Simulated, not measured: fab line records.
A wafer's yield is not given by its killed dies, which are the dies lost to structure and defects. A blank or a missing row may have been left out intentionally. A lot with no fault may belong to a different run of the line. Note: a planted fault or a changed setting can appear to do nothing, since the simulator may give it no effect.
fab line records	flow sky130
record lots=14	wafers=42	last_day=50
route steps=708 shown GATE_OXIDE@201 POLY_GATE@218 LDD_HVN@274
lots with no fault: from the same line, run without faults
start_h: hours from the record's first day to the start of the lot's first wafer shown	wait_h: hours since the lot's step before	" identical to the entry in the row above	L1.1+2: a row that stands for several wafers	- no value, or no start given	* or withheld: withheld	< > ~ a bound
route shown NAME@n: NAME is a module with steps in the file, n the number in the route of the first one	usual: mean/standard deviation of fault-free wafers	same: alike in all rows	chamber/n: place in a boat	sites: each site's reading	_std_site: standard deviation across them	_edge_site: inner sites' mean taken away from outer sites' mean	radius_mm: for every site, how far away it sits from the centre of the wafer	mask NAME#n: copy n	behind: the most recent tool/chamber to have shaped the wafer	hold: why the lot was held/for how many hours/how that ended	device: transistor that didn't switch, given as n, p or np	end of line: at the end of the route, the tests of the same wafers	for a step that has no rows: nothing shown but its recipe	killed: at the first sort, the dies lost to defects and structure; wafer yield is something else	map: per-die view of a wafer (x killed, . not killed, _ where there is no die)
set.NAME: the setting the step ran with; set.NAME@STEP: the setting that earlier step ran with	model.NAME: the simulator's own value behind a step, which no gauge read
steps of the route over a sample of lots; a table a step, a row a wafer
services: the hour from which a tool's chamber was out of use, counted from the record's first day as start_h (under 0 if before that day), plus the number of hours and why
## steps
# step SKY_GATE_OXIDE_TW_MEAS_14
# usual GATE_OXIDE_TW=224.3/1.7
lot.wafer	tool	chamber	start_h	wait_h	GATE_OXIDE_TW
L438.3	film_metro-03	-	311.18	0.1	225.0
L438.5	"	-	"	"	223.4
L438.6	"	-	"	"	225.2
L440.2	film_metro-03	-	329.07	0.1	222.3
L440.4	"	-	"	"	221.1
L440.5	"	-	"	"	223.4
L442.2	film_metro-01	-	371.13	0.1	225.6
L442.4	"	-	"	"	224.9
L442.6	"	-	"	"	225.8
L444.1	film_metro-01	-	382.41	0.1	225.4
L444.2	"	-	"	"	224.9
L444.3	"	-	"	"	227.3
L446.2	film_metro-03	-	400.47	0.1	221.8
L446.3	"	-	"	"	223.3
L446.6	"	-	"	"	222.4
L447.2	film_metro-02	-	400.58	0.1	222.7
L447.3	"	-	"	"	223.2
L447.6	"	-	"	"	223.4
L453.1	film_metro-01	-	446.92	0.1	226.6
L453.2	"	-	"	"	224.4
L453.3	"	-	"	"	225.2
L452.3	film_metro-01	-	447.08	0.1	225.7
L452.5	"	-	"	"	227.0
L452.6	"	-	"	"	225.1
L455.1	film_metro-03	-	461.96	0.1	224.2
L455.5	"	-	"	"	224.2
L455.6	"	-	"	"	223.3
L456.2	film_metro-01	-	471.93	0.1	227.2
L456.4	"	-	"	"	227.0
L456.5	"	-	"	"	226.6
L457.1	film_metro-03	-	474.17	0.1	224.4
L457.2	"	-	"	"	223.6
L457.6	"	-	"	"	223.9
L459.4	film_metro-03	-	500.45	0.1	224.9
L459.5	"	-	"	"	223.2
L459.6	"	-	"	"	225.0
L460.1	film_metro-02	-	505.57	0.1	221.8
L460.2	"	-	"	"	221.6
L460.4	"	-	"	"	222.9
L461.4	film_metro-03	-	506.90	0.1	225.2
L461.5	"	-	"	"	224.4
L461.6	"	-	"	"	225.4
# step SKY_POLY_GATE_THK_MEAS_04
# recipe reads=Si3N4_of_POLY_GATE_CVD_03
# usual POLY_GATE_CVD_03_THK=75.4/0.68
lot.wafer	tool	chamber	start_h	wait_h	POLY_GATE_CVD_03_THK[nm]
L438.3	film_metro-02	-	347.25	0.0	74.0
L438.5	"	-	"	"	74.3
L438.6	"	-	"	"	74.3
L440.2	film_metro-03	-	360.90	0.0	75.6
L440.4	"	-	"	"	75.8
L440.5	"	-	"	"	75.6
L442.2	film_metro-03	-	412.21	0.0	75.6
L442.4	"	-	"	"	75.6
L442.6	"	-	"	"	75.6
L444.1	film_metro-02	-	420.49	0.0	74.7
L444.2	"	-	"	"	74.3
L444.3	"	-	"	"	75.2
L446.2	film_metro-03	-	438.47	0.0	75.1
L446.3	"	-	"	"	75.4
L446.6	"	-	"	"	76.3
L447.2	film_metro-04	-	438.47	0.0	76.2
L447.3	"	-	"	"	76.5
L447.6	"	-	"	"	76.4
L453.1	film_metro-04	-	482.70	0.0	74.8
L453.2	"	-	"	"	75.1
L453.3	"	-	"	"	75.4
L452.3	film_metro-02	-	486.83	0.0	75.1
L452.5	"	-	"	"	75.0
L452.6	"	-	"	"	75.5
L455.1	film_metro-03	-	496.99	0.0	75.0
L455.5	"	-	"	"	75.5
L455.6	"	-	"	"	75.7
L456.2	film_metro-04	-	507.20	0.0	75.7
L456.4	"	-	"	"	75.7
L456.5	"	-	"	"	75.6
L457.1	film_metro-03	-	509.09	0.0	75.0
L457.2	"	-	"	"	75.8
L457.6	"	-	"	"	75.7
L459.4	film_metro-03	-	536.56	0.0	75.4
L459.5	"	-	"	"	75.7
L459.6	"	-	"	"	75.5
L460.1	film_metro-02	-	539.40	0.0	74.4
L460.2	"	-	"	"	74.5
L460.4	"	-	"	"	74.6
L461.4	film_metro-04	-	541.47	0.0	75.2
L461.5	"	-	"	"	75.7
L461.6	"	-	"	"	75.6
# step SKY_LDD_HVN_OVL_MEAS_07
# usual LDD_HVN_OVL=0.5/1.3
lot.wafer	tool	chamber	start_h	wait_h	LDD_HVN_OVL[nm]
L438.3	overlay-02	-	470.28	0.1	1.1
L438.5	"	-	"	"	0.5
L438.6	"	-	"	"	2.5
L440.2	overlay-01	-	484.73	0.1	1.1
L440.4	"	-	"	"	1.1
L440.5	"	-	"	"	2.3
L442.2	overlay-01	-	537.98	0.1	-1.6
L442.4	"	-	"	"	-3.7
L442.6	"	-	"	"	-2.9
L444.1	overlay-02	-	546.68	0.1	-0.5
L444.2	"	-	"	"	-1.5
L444.3	"	-	"	"	-1.3
L446.2	overlay-02	-	563.18	0.1	-0.3
L446.3	"	-	"	"	-0.4
L446.6	"	-	"	"	0.3
L447.2	overlay-01	-	564.83	0.1	-0.2
L447.3	"	-	"	"	1.3
L447.6	"	-	"	"	0.0
L453.1	overlay-02	-	604.77	0.1	-0.3
L453.2	"	-	"	"	0.2
L453.3	"	-	"	"	-0.4
L452.3	overlay-01	-	610.34	0.1	1.6
L452.5	"	-	"	"	1.8
L452.6	"	-	"	"	1.0
L455.1	overlay-02	-	619.58	0.1	1.2
L455.5	"	-	"	"	0.8
L455.6	"	-	"	"	1.0
L456.2	overlay-01	-	628.03	0.1	-0.3
L456.4	"	-	"	"	-0.6
L456.5	"	-	"	"	0.7
L457.1	overlay-02	-	630.13	0.1	1.1
L457.2	"	-	"	"	1.3
L457.6	"	-	"	"	2.3
L459.4	overlay-02	-	656.64	0.1	1.5
L459.5	"	-	"	"	1.2
L459.6	"	-	"	"	-0.7
L460.1	overlay-01	-	658.87	0.1	1.5
L460.2	"	-	"	"	1.5
L460.4	"	-	"	"	0.3
L461.4	overlay-02	-	662.59	0.1	-1.0
L461.5	"	-	"	"	0.4
L461.6	"	-	"	"	-1.0
# step SKY_LDD_HVN_IMPLANT_08
# recipe species=P	energy_kev=60	dose_cm2=3e+13	tilt_deg=40
# usual tilt_deg=40.003/0.024
lot.wafer	tool	chamber	start_h	wait_h	tilt_deg
L438.3	implanter-01	0	470.36	0.1	39.959
L438.5	"	0	"	"	39.947
L438.6	"	0	"	"	39.977
L440.2	implanter-04	0	484.79	0.0	40.053
L440.4	"	0	"	"	40.031
L440.5	"	0	"	"	40.005
L442.2	implanter-01	0	538.04	0.0	39.963
L442.4	"	0	"	"	40.016
L442.6	"	0	"	"	40.000
L444.1	implanter-01	0	546.71	0.0	40.010
L444.2	"	0	"	"	40.002
L444.3	"	0	"	"	40.015
L446.2	implanter-01	0	563.24	0.0	-0.016
L446.3	"	0	"	"	0.000
L446.6	"	0	"	"	0.036
L447.2	implanter-01	0	564.88	0.0	-0.005
L447.3	"	0	"	"	-0.013
L447.6	"	0	"	"	0.008
L453.1	implanter-03	0	604.81	0.0	40.015
L453.2	"	0	"	"	40.001
L453.3	"	0	"	"	40.028
L452.3	implanter-03	0	610.41	0.1	39.989
L452.5	"	0	"	"	40.025
L452.6	"	0	"	"	40.021
L455.1	implanter-03	0	619.61	0.0	40.015
L455.5	"	0	"	"	40.016
L455.6	"	0	"	"	40.034
L456.2	implanter-04	0	628.08	0.0	39.997
L456.4	"	0	"	"	39.990
L456.5	"	0	"	"	40.009
L457.1	implanter-03	0	630.16	0.0	40.007
L457.2	"	0	"	"	39.993
L457.6	"	0	"	"	40.027
L459.4	implanter-01	0	656.73	0.1	40.041
L459.5	"	0	"	"	39.993
L459.6	"	0	"	"	39.989
L460.1	implanter-01	0	658.91	0.0	40.025
L460.2	"	0	"	"	40.012
L460.4	"	0	"	"	40.037
L461.4	implanter-03	0	662.69	0.1	39.984
L461.5	"	0	"	"	39.957
L461.6	"	0	"	"	39.996
# step SKY_LDD_HVN_TW_MEAS_10
# usual LDD_HVN_TW=1438/12
lot.wafer	tool	chamber	start_h	wait_h	LDD_HVN_TW
L438.3	film_metro-04	-	470.58	0.1	1458
L438.5	"	-	"	"	1459
L438.6	"	-	"	"	1457
L440.2	film_metro-02	-	485.02	0.1	1424
L440.4	"	-	"	"	1429
L440.5	"	-	"	"	1430
L442.2	film_metro-03	-	538.27	0.1	1431
L442.4	"	-	"	"	1433
L442.6	"	-	"	"	1444
L444.1	film_metro-04	-	546.96	0.1	1441
L444.2	"	-	"	"	1447
L444.3	"	-	"	"	1454
L446.2	film_metro-03	-	563.47	0.1	1290
L446.3	"	-	"	"	1290
L446.6	"	-	"	"	1294
L447.2	film_metro-04	-	565.12	0.1	1291
L447.3	"	-	"	"	1294
L447.6	"	-	"	"	1292
L453.1	film_metro-02	-	605.06	0.1	1423
L453.2	"	-	"	"	1428
L453.3	"	-	"	"	1436
L452.3	film_metro-04	-	610.63	0.1	1443
L452.5	"	-	"	"	1448
L452.6	"	-	"	"	1437
L455.1	film_metro-02	-	619.86	0.1	1427
L455.5	"	-	"	"	1430
L455.6	"	-	"	"	1426
L456.2	film_metro-02	-	628.32	0.1	1432
L456.4	"	-	"	"	1428
L456.5	"	-	"	"	1421
L457.1	film_metro-04	-	630.41	0.1	1458
L457.2	"	-	"	"	1462
L457.6	"	-	"	"	1452
L459.4	film_metro-02	-	656.94	0.1	1424
L459.5	"	-	"	"	1423
L459.6	"	-	"	"	1421
L460.1	film_metro-03	-	659.16	0.1	1442
L460.2	"	-	"	"	1446
L460.4	"	-	"	"	1456
L461.4	film_metro-03	-	662.89	0.1	1443
L461.5	"	-	"	"	1448
L461.6	"	-	"	"	1445
## services
tool	chamber	start_h	hours	kind
implanter-04	-	448.98	5.2	repair
implanter-03	-	467.66	6.6	repair
implanter-01	-	487.46	0.9	repair
implanter-03	-	648.87	2.4	pm
## key
first_sign step=SKY_LDD_HVN_IMPLANT_08	reading=tilt_deg	direction=down	sigmas=99+	usual=*	struck=*
effect step=SKY_LDD_HVN_TW_MEAS_10	reading=LDD_HVN_TW	direction=down	sigmas=12	usual=1438	struck=1292
met_at SKY_LDD_HVN_IMPLANT_08
struck_lots L446,L447
rows_end L447.2
tester_left_out L446,L447
not_acting_at SKY_GATE_OXIDE_TW_MEAS_14,SKY_POLY_GATE_THK_MEAS_04,SKY_LDD_HVN_OVL_MEAS_07
onset_between 546.71 563.24
fault kind=process_parameter_drift	tool=implanter-01	chamber=-	onset_h=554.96	steps=SKY_LDD_HVN_IMPLANT_08	channel=tilt_deg	offset=*	shape=step	end_h=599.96	acts_in=*	stated=*
# tester_left_out: of these lots the tester's yield and bins aren't shown, on N5 and GAA mostly nor the transistor test; their killed dies are dies lost to structure and defects alone, not to doping, threshold or leakage, so they don't give the yield
# rows_end: these wafers met a further fault down the route, and their rows from its step on are left out
